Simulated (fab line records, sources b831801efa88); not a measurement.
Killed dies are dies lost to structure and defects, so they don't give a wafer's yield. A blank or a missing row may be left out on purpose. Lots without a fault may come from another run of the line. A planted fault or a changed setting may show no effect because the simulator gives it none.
A struck lot beside a sound one | flow sky130 | 18 steps out of a route of 708
Sound: wafers L867.1, L867.3, L867.6. Struck: wafers L876.1, L876.3, L876.4. The cause comes at the end.
At each step with rows: each side's tool, then ch and its chambers, then its first start. Under that, the readings that differ: sound wafers | struck wafers | difference of the means | sigmas: that difference in standard deviations of wafers without a fault.
alike: readings whose means differ by less than 2 such deviations, and words and numbers that are the same on both sides. not compared: withheld readings, readings that some wafer has no value for, bounds like >300 that may hide the same value, and numbers for which the record gives no deviation and whose values overlap.
The two part at a step that has a row with sigmas, a row that says differs or no value, or rows on one side only. Numbers that don't overlap but have no deviation are shown without sigmas and don't part them. A reading that every wafer of one side lacks parts them only if that side has two wafers or more.

first, 3 steps without rows for these wafers: SKY_SONOS_ONO_WET_ETCH_18 (etches Si3N4 in H3PO4, target depth 15 nm, time 172 s); SKY_GATE_OXIDE_CLEAN_00 (cleans in SC1/SC2, time 150 s); SKY_GATE_OXIDE_OXIDATION_01 (stabilise 600 s, purge 300 s, target thk 10.268 nm).
SKY_GATE_OXIDE_THK_MEAS_02:
  sound on film_metro-02, day 15 14:38; struck on film_metro-01, day 18 10:41
  alike: GATE_OXIDE_OXIDATION_00_THK
then, 7 steps without rows for these wafers: SKY_GATE_OXIDE_DEHYDRATE_03 (time 60 s); SKY_GATE_OXIDE_HMDS_04 (prime time 60 s); SKY_GATE_OXIDE_COAT_05 (resist thk 1140 nm); SKY_GATE_OXIDE_SOFTBAKE_06 (time 60 s); SKY_GATE_OXIDE_EXPOSE_07 (exposes mask LVOM, target cd 600 nm); SKY_GATE_OXIDE_PEB_08; SKY_GATE_OXIDE_DEVELOP_09 (develop time 60 s).
SKY_GATE_OXIDE_OVL_MEAS_10:
  sound on overlay-02, day 16 16:04; struck on overlay-02, day 19 16:04
  alike: GATE_OXIDE_OVL
SKY_GATE_OXIDE_IMPLANT_11:
  sound on implanter-04 ch 0, day 16 16:06; struck on implanter-01 ch 0, day 19 16:25
then, 1 step without rows for these wafers: SKY_GATE_OXIDE_WET_ETCH_12 (etches SiO2 in dHF, target depth 16.8 nm, time 336 s).
SKY_GATE_OXIDE_STRIP_13: strips in O2/N2.
  sound on plasma_asher-01 ch 0,1, day 16 16:21; struck on plasma_asher-01 ch 0,1, day 19 16:40
  alike: drypump_motor_current_A, oes_product_au, strip_time_to_endpoint_s
  not compared: rf_hours_counter_h
SKY_GATE_OXIDE_TW_MEAS_14:
  sound on film_metro-04, day 16 16:27; struck on film_metro-01, day 19 16:52
  reading       | sound             | struck            | difference | sigmas
  GATE_OXIDE_TW | 223.2 222.3 222.7 | 272.2 270.5 270.6 | +48.4      | +37
then, 1 step without rows for these wafers: SKY_GATE_OXIDE_CLEAN_15 (cleans in SC1/SC2, time 150 s).
-- the record jumps here: 30 days lie between the struck wafers' starts before and after (it left off in module GATE_OXIDE and takes up again in module PAD_OPEN, whose first step shown is number 708 of the route) --
SKY_PAD_OPEN_PROBE_99:
  sound on prober-01, day 47 22:20; struck on prober-02, day 49 16:59
  alike: killed_at_M0_to_M3, killed_at_M4_up, killed_at_contacts, killed_at_front_end, killed_at_other, killed_dies, killed_open, killed_short

WHERE THEY PART
Only at SKY_GATE_OXIDE_TW_MEAS_14, within this record. Later steps at which nothing parts them and some readings are alike: SKY_PAD_OPEN_PROBE_99.

WHY: what the simulator had put in
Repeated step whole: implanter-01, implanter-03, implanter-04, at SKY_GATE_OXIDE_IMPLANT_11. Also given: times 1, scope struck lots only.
